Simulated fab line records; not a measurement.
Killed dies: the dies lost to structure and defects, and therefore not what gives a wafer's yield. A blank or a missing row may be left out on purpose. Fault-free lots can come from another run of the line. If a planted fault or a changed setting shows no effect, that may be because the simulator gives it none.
Chamber matching | flow sky130 | 3 sister chambers for SKY_VIA3_HDPCVD_00 on hdpcvd-02
The step deposits SiO2, target thk 1635 nm, time 272.5 s. 6 wafers are shown with their chamber, then 7 later ones without.

EACH WAFER AND ITS CHAMBER
wafer  | chamber | run_length_s (s)
L177.6 | 1       | 299.9
L185.2 | 2       | 299.7
L185.3 | 0       | 299.9
L185.4 | 1       | 300.7
L192.2 | 2       | 300.2
L192.3 | 0       | 300.0

WAFERS WITH NO CHAMBER GIVEN
wafer  | run_length_s (s)
L192.5 | 300.0
L193.1 | 300.5
L193.3 | 300.2
L193.6 | 299.8
L195.1 | 300.7
L195.3 | 300.0
L195.4 | 299.7

WHICH CHAMBER EACH WENT THROUGH
wafer  | from the rows above          | in truth
L192.5 | can't be placed: 0 or 2 or 1 | 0
L193.1 | can't be placed: 1 or 0 or 2 | 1
L193.3 | can't be placed: 1 or 0 or 2 | 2
L193.6 | can't be placed: 0 or 2 or 1 | 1
L195.1 | can't be placed: 1 or 0 or 2 | 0
L195.3 | can't be placed: 0 or 2 or 1 | 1
L195.4 | can't be placed: 0 or 2 or 1 | 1
Placed correctly: 0 of 7. From these rows, 7 cannot be placed; in 7 the true chamber is one of the candidates. Number placed wrongly: 0.
How it was worked out, from the rows above alone: a wafer's distance from a chamber is the root of the sum, over the readings, of the square of ((its reading less the chamber's mean) divided by the reading's scatter). The wafer belongs to the nearest chamber; if the next one is less than 2 further off, it can't be placed. For every chamber, the mean is computed from those of its wafers that are shown. How the scatter is found: for the shown wafers, subtract from each reading the mean of its chamber, square and add these, divide the total by (wafers less chambers), then take the root.
